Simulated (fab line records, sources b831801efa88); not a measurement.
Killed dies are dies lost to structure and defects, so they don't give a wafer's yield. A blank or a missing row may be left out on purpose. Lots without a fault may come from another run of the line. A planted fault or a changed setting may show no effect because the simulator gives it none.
Chamber matching | flow gf180mcu | GF_V2_ETCH_16 on rie_diel-02: 4 sister chambers
The step etches BARC in N2/H2. 8 wafers are shown with their chamber, then 7 later ones without.

WAFERS WITH THEIR CHAMBER
wafer  | chamber | drypump_motor_current_A (A) | throttle_valve_pct (%)
L481.1 | 3       | 6.5                         | 13.215
L484.4 | 3       | 6.5                         | 13.222
L484.6 | 2       | 5.2                         | 13.234
L485.3 | 0       | 5.6                         | 13.239
L485.5 | 1       | 5.6                         | 13.211
L485.6 | 0       | 5.6                         | 13.220
L495.2 | 2       | 5.3                         | 13.220
L495.4 | 1       | 5.6                         | 13.223

WAFERS WITHOUT THEIR CHAMBER
wafer  | drypump_motor_current_A (A) | throttle_valve_pct (%)
L495.5 | 5.3                         | 13.221
L499.1 | 5.6                         | 13.233
L499.2 | 6.5                         | 13.228
L499.3 | 5.2                         | 13.230
L500.2 | 5.3                         | 13.212
L500.3 | 5.7                         | 13.220
L500.4 | 5.6                         | 13.242

WHICH CHAMBER EACH WENT THROUGH
wafer  | from the rows above     | in truth
L495.5 | 2                       | 2
L499.1 | can't be placed: 0 or 1 | 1
L499.2 | 3                       | 3
L499.3 | 2                       | 2
L500.2 | 2                       | 2
L500.3 | can't be placed: 1 or 0 | 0
L500.4 | can't be placed: 0 or 1 | 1
Placed correctly: 4 of 7. Can't be placed from these rows: 3 (the true chamber is among the candidates in 3). Placed wrongly: 0.
How it was worked out, from the rows above alone: a wafer's distance from a chamber is the root of the sum, over the readings, of the square of ((its reading less the chamber's mean) divided by the reading's scatter). The wafer belongs to the nearest chamber; if the next one is less than 2 further off, it can't be placed. A chamber's mean is the mean of its shown wafers. The scatter: the root of (the sum of the squares of (reading less its chamber's mean) over the shown wafers, divided by (wafers less chambers)).
